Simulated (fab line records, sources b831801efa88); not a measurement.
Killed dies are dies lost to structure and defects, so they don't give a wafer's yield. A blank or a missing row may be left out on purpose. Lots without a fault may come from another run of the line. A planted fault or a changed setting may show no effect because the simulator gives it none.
fab line records | flow sky130
record lots=13 wafers=39 last_day=50
route steps=708 shown SPACER@306 SD_N@353 VIA1@471 VIA2@521
lots that met no fault: from a run of the same line without faults
start_h: hours from the record's first day to the start of the lot's first wafer shown | wait_h: hours since the lot's step before | " the same as in the row above | L1.1+2: a row that stands for several wafers | - no value, or no start given | * or withheld: withheld | < > ~ a bound
route shown NAME@n: a module of which the file shows steps, and the number in the route of the first | usual: mean/standard deviation of fault-free wafers | same: alike in all rows | chamber/n: place in a boat | sites: the reading at each site | _std_site: their standard deviation | _edge_site: outer sites' mean less inner sites' | radius_mm: how far each site lies from the wafer's centre | mask NAME#n: copy n | behind: the tool/chamber that last shaped the wafer | hold: why the lot was held/for how many hours/how that ended | device: the transistor (n, p or np) that didn't switch | end of line: the same wafers' tests at the end of the route | a step without rows: its recipe alone | killed: dies lost to structure and defects at the first sort, not the wafer's yield | map: a wafer's dies, x killed, . not, _ none there
set.NAME: the setting as run; set.NAME@STEP: as run at that earlier step | model.NAME: the simulator's own value behind a step, which no gauge read
steps of the route over a sample of lots; a table a step, a row a wafer
services: from which hour (start_h, from the record's first day; less than 0 if before it) a tool's chamber was out of use, for how many hours, and why
## steps
# step SKY_SPACER_ETCHBACK_02
# recipe chemistry=CH3F/O2 target=Si3N4 stop_on=SiO2 source_w=400 bias_w=80 pressure_mtorr=25 ch3f_flow_sccm=40 O2_flow_sccm=30 time_s=46.7 target_depth_a=450
# usual chamber_pressure_mTorr=25.003/0.025 drypump_motor_current_A=5.8/0.33 oes_product_au=0.854/0.0066 throttle_valve_pct=10.563/0.0091
# columns lot.wafer tool chamber start_h wait_h chamber_pressure_mTorr drypump_motor_current_A oes_product_au rf_hours_counter_h throttle_valve_pct
L550.2 rie_diel-02 0 524.79 0.0 25.034 6.3 0.849 4 10.565
L550.4 " 2 " " 25.005 6.0 0.861 4 10.562
L550.6 " 3 " " 24.926 5.9 0.864 - 10.560
L551.1 rie_diel-04 3 537.02 0.1 25.011 6.0 0.855 6 10.566
L551.2 " 0 " " 25.003 5.7 0.857 1 10.556
L551.5 " 3 " " 24.974 6.0 0.857 - 10.559
L552.3 rie_diel-02 3 549.32 0.0 25.012 5.8 0.848 2 10.568
L552.4 " 1 " " 24.984 4.8 0.856 73 10.553
L552.6 " 3 " " 24.976 5.8 0.854 - 10.560
L553.2 rie_diel-02 3 564.29 0.0 24.999 5.8 0.862 2 10.561
L553.3 " 1 " " 25.026 4.8 0.855 73 10.553
L553.6 " 2 " " 25.009 6.0 0.848 - 10.566
L554.1 rie_diel-04 3 564.29 0.1 25.056 6.0 0.854 7 10.538
L554.5 " 0 " " 25.020 5.7 0.853 - 10.544
L554.6 " 2 " " 25.028 5.8 0.849 - 10.568
L555.1 rie_diel-01 0 574.60 0.1 24.991 6.1 0.858 17 10.553
L555.2 " 2 " " 25.021 5.7 0.854 11 10.560
L555.3 " 1 " " 24.983 5.4 0.848 78 10.566
L557.3 rie_diel-02 1 594.39 0.0 24.990 4.8 0.845 73 10.576
L557.5 " 3 " " 25.043 5.8 0.849 - 10.581
L557.6 " 2 " " 24.996 6.0 0.859 - 10.575
L559.1 rie_diel-02 2 643.92 0.1 25.024 6.0 0.858 6 10.562
L559.4 " 0 " " 25.017 6.3 0.853 7 10.555
L559.5 " 0 " " 24.961 6.3 0.850 - 10.558
L564.3 rie_diel-01 0 652.88 0.0 24.967 6.1 0.855 19 10.565
L564.4 " 1 " " 25.008 5.4 0.854 - 10.574
L564.5 " 2 " " 25.013 5.7 0.856 - 10.566
L566.1 rie_diel-04 0 670.47 0.1 25.033 5.7 0.859 4 10.576
L566.3 " 2 " " 25.031 5.9 0.853 9 10.567
L566.4 " 3 " " 24.991 6.0 0.849 9 10.561
L571.3 rie_diel-01 1 703.90 0.0 25.020 5.4 0.854 3 10.563
L571.4 " 2 " " 24.993 5.7 0.860 15 10.551
L571.5 " 2 " " 25.025 5.7 0.856 - 10.571
L572.2 rie_diel-02 3 711.63 0.0 25.019 5.8 0.865 5 10.564
L572.4 " 0 " " 24.997 6.2 0.859 8 10.563
L572.5 " 2 " " 24.979 6.0 0.861 - 10.569
L573.1 rie_diel-04 1 736.12 0.1 25.000 5.5 0.857 12 10.572
L573.3 " 0 " " 24.985 5.7 0.858 5 10.575
L573.4 " 3 " " 24.986 6.0 0.854 11 10.574
# step SKY_SD_N_STRIP_11
# recipe chemistry=O2/N2 power_w=1400 pressure_mtorr=1500 platen_temp_c=withheld o2_flow_sccm=3000 n2_flow_sccm=300 overash_fraction=0.5
# usual chamber_pressure_mTorr=1500/5.1 drypump_motor_current_A=5.8/0.4 oes_product_au=0.527/0.0048 strip_time_to_endpoint_s=22.54/0.033
# columns lot.wafer tool chamber start_h wait_h chamber_pressure_mTorr drypump_motor_current_A oes_product_au rf_hours_counter_h strip_time_to_endpoint_s
L550.2 plasma_asher-03 1 644.06 0.1 1499 6.2 0.527 99 22.53
L550.4 " 1 " " 1499 6.1 0.521 - 22.53
L550.6 " 1 " " 1500 6.1 0.529 - 22.52
L551.1 plasma_asher-03 1 655.09 0.1 1500 6.2 0.529 100 22.48
L551.2 " 0 " " 1499 5.4 0.522 100 22.54
L551.5 " 1 " " 1500 6.2 0.527 - 22.52
L552.3 plasma_asher-02 0 665.19 0.1 1498 5.6 0.527 - 22.56
L552.4 " 1 " " 1498 6.2 0.524 - 22.55
L552.6 " 0 " " 1500 5.6 0.526 - 22.57
L553.2 plasma_asher-02 0 679.26 0.1 1499 5.6 0.528 84 22.51
L553.3 " 1 " " 1499 6.2 0.537 - 22.50
L553.6 " 0 " " 1501 5.5 0.533 - 22.58
L554.1 plasma_asher-01 1 680.06 0.1 1500 5.1 0.526 59 22.51
L554.5 " 0 " " 1499 6.2 0.519 - 22.57
L554.6 " 1 " " 1500 5.1 0.529 - 22.54
L555.1 plasma_asher-01 0 691.14 0.1 1499 6.2 0.528 60 22.54
L555.2 " 1 " " 1498 5.1 0.531 60 22.52
L555.3 " 0 " " 1500 6.2 0.525 - 22.53
L557.3 plasma_asher-03 0 709.97 0.1 1500 5.4 0.525 - 22.55
L557.5 " 1 " " 1499 6.2 0.524 - 22.58
L557.6 " 0 " " 1502 5.4 0.542 - 22.56
L559.1 plasma_asher-02 1 757.01 0.1 1501 6.2 0.520 91 22.53
L559.4 " 1 " " 1497 6.2 0.522 - 22.55
L559.5 " 1 " " 1500 6.2 0.529 - 22.54
L564.3 plasma_asher-01 1 764.69 0.1 1499 5.1 0.337 - -
L564.4 " 0 " " 1499 6.2 0.321 - -
L564.5 " 0 " " 1499 6.2 0.316 - -
L566.1 plasma_asher-03 1 781.29 0.1 1499 6.1 0.530 4 22.61
L566.3 " 1 " " 1501 6.2 0.525 - 22.58
L566.4 " 0 " " 1500 5.4 0.533 - 22.61
L571.3 plasma_asher-03 0 814.29 0.1 1502 5.4 0.524 - 22.60
L571.4 " 1 " " 1497 6.1 0.523 - 22.61
L571.5 " 0 " " 1500 5.4 0.529 - 22.62
L572.2 plasma_asher-02 1 821.04 0.1 1501 6.2 0.528 98 22.51
L572.4 " 0 " " 1502 5.6 0.530 - 22.53
L572.5 " 0 " " 1499 5.5 0.521 - 22.49
L573.1 plasma_asher-02 1 843.42 0.1 1499 6.3 0.519 101 22.51
L573.3 " 1 " " 1500 6.3 0.529 - 22.54
L573.4 " 0 " " 1500 5.5 0.530 - 22.50
# step SKY_VIA1_OVL_MEAS_13
# usual VIA1_OVL=-3/5.7
# columns lot.wafer tool chamber start_h wait_h VIA1_OVL[nm]
L550.2 overlay-01 - 789.76 0.1 -12
L550.4 " - " " -6
L550.6 " - " " -3
L551.1 overlay-01 - 799.49 0.1 -6
L551.2 " - " " 0
L551.5 " - " " -5
L552.3 overlay-02 - 808.40 0.1 -10
L552.4 " - " " 0
L552.6 " - " " -7
L553.2 overlay-01 - 822.69 0.1 -3
L553.3 " - " " 1
L553.6 " - " " -4
L554.1 overlay-02 - 823.63 0.1 -5
L554.5 " - " " -2
L554.6 " - " " -6
L555.1 overlay-02 - 833.24 0.1 0
L555.2 " - " " 9
L555.3 " - " " -5
L557.3 overlay-02 - 851.45 0.1 -16
L557.5 " - " " -9
L557.6 " - " " -20
L559.1 overlay-01 - 896.16 0.1 -2
L559.4 " - " " -1
L559.5 " - " " 0
L566.1 overlay-01 - 916.91 0.1 2
L566.3 " - " " -1
L566.4 " - " " -6
L571.3 overlay-01 - 950.00 0.1 4
L571.4 " - " " 1
L571.5 " - " " -1
L572.2 overlay-01 - 956.25 0.1 -4
L572.4 " - " " -10
L572.5 " - " " -2
L573.1 overlay-01 - 976.14 0.1 -6
L573.3 " - " " -7
L573.4 " - " " -3
# step SKY_VIA2_ETCH_14
# recipe chemistry=N2/H2 target=BARC ion_energy_ev=200 source_w=500 bias_w=100 pressure_mtorr=30 n2_flow_sccm=100 h2_flow_sccm=200 stop_on=SiO2 time_s=45.9 target_depth_a=600
# usual chamber_pressure_mTorr=30.000/0.024 drypump_motor_current_A=5.81/0.25 oes_product_au=0.854/0.0046 throttle_valve_pct=13.224/0.0092
# columns lot.wafer tool chamber start_h wait_h chamber_pressure_mTorr drypump_motor_current_A oes_product_au rf_hours_counter_h throttle_valve_pct
L550.2 rie_diel-03 3 845.41 0.0 29.982 6.35 0.853 15 13.225
L550.4 " 2 " " 29.989 5.66 0.845 15 13.217
L550.6 " 3 " " 29.998 6.36 0.853 - 13.235
L551.1 rie_diel-04 2 855.21 0.0 30.008 5.80 0.850 12 13.217
L551.2 " 0 " " 29.979 5.67 0.847 8 13.219
L551.5 " 0 " " 30.037 5.67 0.845 - 13.227
L552.3 rie_diel-04 1 863.33 0.0 30.028 5.52 0.858 15 13.232
L552.4 " 2 " " 29.969 5.82 0.860 13 13.209
L552.6 " 3 " " 29.981 5.98 0.854 - 13.217
L553.2 rie_diel-01 1 878.72 0.0 29.981 5.45 0.854 8 13.221
L553.3 " 0 " " 30.002 6.12 0.852 26 13.221
L553.6 " 3 " " 29.981 6.00 0.847 - 13.227
L554.1 rie_diel-04 2 878.81 0.0 29.973 5.82 0.857 13 13.207
L554.5 " 0 " " 30.014 5.68 0.859 - 13.223
L554.6 " 3 " " 29.996 5.98 0.854 - 13.220
L555.1 rie_diel-03 2 887.96 0.0 30.004 5.63 0.851 16 13.225
L555.2 " 0 " " 29.988 5.93 0.851 15 13.227
L555.3 " 3 " " 29.992 6.36 0.849 16 13.230
L557.3 rie_diel-01 0 906.26 0.0 29.986 6.13 0.855 27 13.230
L557.5 " 0 " " 30.020 6.12 0.851 - 13.224
L557.6 " 3 " " 30.005 6.01 0.858 - 13.246
L559.1 rie_diel-04 1 949.41 0.0 29.988 5.50 0.855 17 13.219
L559.4 " 1 " " 29.995 5.51 0.854 - 13.238
L559.5 " 0 " " 29.990 5.67 0.863 - 13.230
L566.1 rie_diel-04 2 968.93 0.0 30.041 5.84 0.855 16 13.224
L566.3 " 3 " " 29.993 5.99 0.849 16 13.235
L566.4 " 3 " " 29.989 5.99 0.858 - 13.234
L571.3 rie_diel-01 3 999.92 0.0 30.007 6.02 0.852 11 13.231
L571.4 " 0 " " 30.022 6.15 0.861 29 13.231
L571.5 " 0 " " 30.032 6.13 0.852 - 13.210
L572.2 rie_diel-04 1 1006.91 0.0 29.967 5.53 0.850 19 13.211
L572.4 " 2 " " 30.005 5.79 0.856 17 13.217
L572.5 " 3 " " 29.996 5.96 0.853 - 13.222
L573.1 rie_diel-01 2 1026.68 0.0 29.963 5.69 0.855 25 13.226
L573.3 " 1 " " 30.008 5.43 0.847 12 13.222
L573.4 " 3 " " 29.961 6.03 0.859 12 13.235
## services
# columns tool chamber start_h hours kind
rie_diel-02 3 505.98 13.3 repair
rie_diel-02 - 520.69 0.3 repair
rie_diel-04 3 542.20 3.2 repair
rie_diel-04 1 544.11 29.0 repair
rie_diel-02 3 577.31 2.7 repair
rie_diel-01 3 589.79 15.5 repair
rie_diel-01 1 606.37 4.0 repair
rie_diel-04 1 613.47 2.8 repair
rie_diel-02 - 616.98 1.9 repair
rie_diel-01 3 643.17 10.5 repair
rie_diel-02 1 678.94 10.9 repair
rie_diel-02 3 684.70 2.4 repair
rie_diel-01 0 699.52 3.4 repair
rie_diel-01 0 707.70 3.1 repair
rie_diel-01 1 774.52 15.0 repair
rie_diel-04 0 778.40 1.8 repair
rie_diel-02 1 809.36 8.5 repair
rie_diel-02 2 826.58 3.4 repair
rie_diel-02 - 835.49 14.6 pm
rie_diel-04 0 892.00 4.3 repair
rie_diel-01 0 911.41 9.7 repair
rie_diel-04 3 941.83 12.8 repair
rie_diel-04 1 968.16 2.2 repair
rie_diel-04 3 992.15 5.2 repair
## key
first_sign step=SKY_SD_N_STRIP_11 reading=oes_product_au direction=down sigmas=42 usual=0.527 struck=0.325
effect none on later readings
met_at SKY_SD_N_STRIP_11
struck_lots L564
later_rows_left_out L564.3,L564.4,L564.5
sort_left_out L564.3,L564.4,L564.5
tester_left_out L564
not_acting_at SKY_SPACER_ETCHBACK_02,SKY_VIA1_OVL_MEAS_13,SKY_VIA2_ETCH_14
onset_between 691.14 764.69
fault kind=strip_aborted tool=plasma_asher-01 chamber=- onset_h=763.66 steps=SKY_SD_N_STRIP_11 offset=0.69956 end_h=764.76
# tester_left_out: of these lots the tester's yield and bins aren't shown, on N5 and GAA mostly nor the transistor test; their killed dies are dies lost to structure and defects alone, not to doping, threshold or leakage, so they don't give the yield
# sort_left_out: the simulated sort isn't trusted on such a fault, so these wafers' sort isn't shown, and their yield isn't known
# later_rows_left_out: the simulator's readings of these wafers behind a module that went badly wrong aren't trusted and aren't shown, but for the sort
